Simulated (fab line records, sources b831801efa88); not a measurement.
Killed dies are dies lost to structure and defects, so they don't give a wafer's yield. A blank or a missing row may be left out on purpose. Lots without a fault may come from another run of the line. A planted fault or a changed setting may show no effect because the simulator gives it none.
A struck lot beside a sound one | flow gf180mcu | 27 steps out of a route of 602
Sound: wafers L875.3, L875.4, L875.5. Struck: wafers L884.2, L884.3, L884.5. The cause comes at the end.
At each step with rows: each side's tool, then ch and its chambers, then its first start. Under that, the readings that differ: sound wafers | struck wafers | difference of the means | sigmas: that difference in standard deviations of wafers without a fault.
alike: readings whose means differ by less than 2 such deviations, and words and numbers that are the same on both sides. not compared: withheld readings, readings that some wafer has no value for, bounds like >300 that may hide the same value, and numbers for which the record gives no deviation and whose values overlap.
The two part at a step that has a row with sigmas, a row that says differs or no value, or rows on one side only. Numbers that don't overlap but have no deviation are shown without sigmas and don't part them. A reading that every wafer of one side lacks parts them only if that side has two wafers or more.

GF_DNWELL_STRIP_08: strips in O2/N2.
  sound on plasma_asher-01 ch 0,1, day 3 11:28; struck on plasma_asher-03 ch 0,1, day 5 08:32
  alike: drypump_motor_current_A, heater_power_w, oes_product_au, strip_time_to_endpoint_s
  not compared: rf_hours_counter_h
GF_DNWELL_TW_MEAS_09:
  sound on film_metro-04, day 3 11:33; struck on film_metro-03, day 5 08:38
  alike: DNWELL_TW
then, 7 steps without rows for these wafers: GF_NWELL_DEHYDRATE_00 (time 60 s); GF_NWELL_HMDS_01 (prime time 60 s); GF_NWELL_COAT_02 (resist thk 3000 nm); GF_NWELL_SOFTBAKE_03; GF_NWELL_EXPOSE_04 (exposes mask Nwell, target cd 860 nm); GF_NWELL_PEB_05; GF_NWELL_DEVELOP_06 (develop time 60 s).
GF_NWELL_OVL_MEAS_07:
  sound on overlay-02, day 4 00:24; struck on overlay-02, day 5 22:47
  alike: NWELL_OVL
then, 2 steps without rows for these wafers: GF_NWELL_IMPLANT_08; GF_NWELL_IMPLANT_09.
GF_NWELL_STRIP_10: strips in O2/N2.
  sound on plasma_asher-03 ch 0,1, day 4 00:46; struck on plasma_asher-03 ch 0,1, day 5 23:07
  reading                                 | sound             | struck            | difference                    | sigmas
  oes_product_au (a.u.)                   | 0.724 0.728 0.723 | 0.943 0.943 0.942 | +0.218                        | +48
  strip_time_to_endpoint_s (s)            | 37.05 37.12 37.07 | - - -             | no value on the struck wafers |
  model.coat_of_NWELL_COAT_02.thk_nm (nm) | 0 0 0             | 1402 1399 1397    | +1399                         |
  alike: drypump_motor_current_A, heater_power_w
  not compared: rf_hours_counter_h
GF_NWELL_TW_MEAS_11:
  sound on film_metro-01, day 4 00:51; struck on film_metro-01, day 5 23:14
  alike: NWELL_TW
then, 7 steps without rows for these wafers: GF_LVPWELL_DEHYDRATE_00 (time 60 s); GF_LVPWELL_HMDS_01 (prime time 60 s); GF_LVPWELL_COAT_02 (resist thk 3000 nm); GF_LVPWELL_SOFTBAKE_03; GF_LVPWELL_EXPOSE_04 (exposes mask LVPWELL, target cd 600 nm); GF_LVPWELL_PEB_05; GF_LVPWELL_DEVELOP_06 (develop time 60 s).
GF_LVPWELL_OVL_MEAS_07:
  sound on overlay-01, day 4 13:21; struck on overlay-02, day 6 13:33
  reading          | sound       | struck         | difference | sigmas
  LVPWELL_OVL (nm) | 0.2 0.0 1.4 | -2.1 -2.3 -2.8 | -2.9       | -2
then, 2 steps without rows for these wafers: GF_LVPWELL_IMPLANT_08; GF_LVPWELL_IMPLANT_09.
GF_LVPWELL_STRIP_10: strips in O2/N2.
  sound on plasma_asher-01 ch 0,1, day 4 13:43; struck on plasma_asher-01 ch 0, day 6 13:53
  reading                      | sound             | struck            | difference | sigmas
  strip_time_to_endpoint_s (s) | 36.80 36.84 36.82 | 57.79 57.81 57.75 | +20.96     | +99 or more
  alike: drypump_motor_current_A, heater_power_w, oes_product_au
  not compared: rf_hours_counter_h
GF_LVPWELL_TW_MEAS_11:
  sound on film_metro-04, day 4 13:48; struck on film_metro-02, day 6 14:13
  reading    | sound       | struck   | difference | sigmas
  LVPWELL_TW | 566 567 567 | 30 30 30 | -537       | -99 or more
  not compared: hold
then, 1 step without rows for these wafers: GF_PASSIVATION_PROBE_99.

WHERE THEY PART
First at GF_NWELL_STRIP_10; last, within this record, at GF_LVPWELL_TW_MEAS_11.

WHY: what the simulator had put in
Strip aborted: plasma_asher-03, from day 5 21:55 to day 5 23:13, at GF_NWELL_STRIP_10. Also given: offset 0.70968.
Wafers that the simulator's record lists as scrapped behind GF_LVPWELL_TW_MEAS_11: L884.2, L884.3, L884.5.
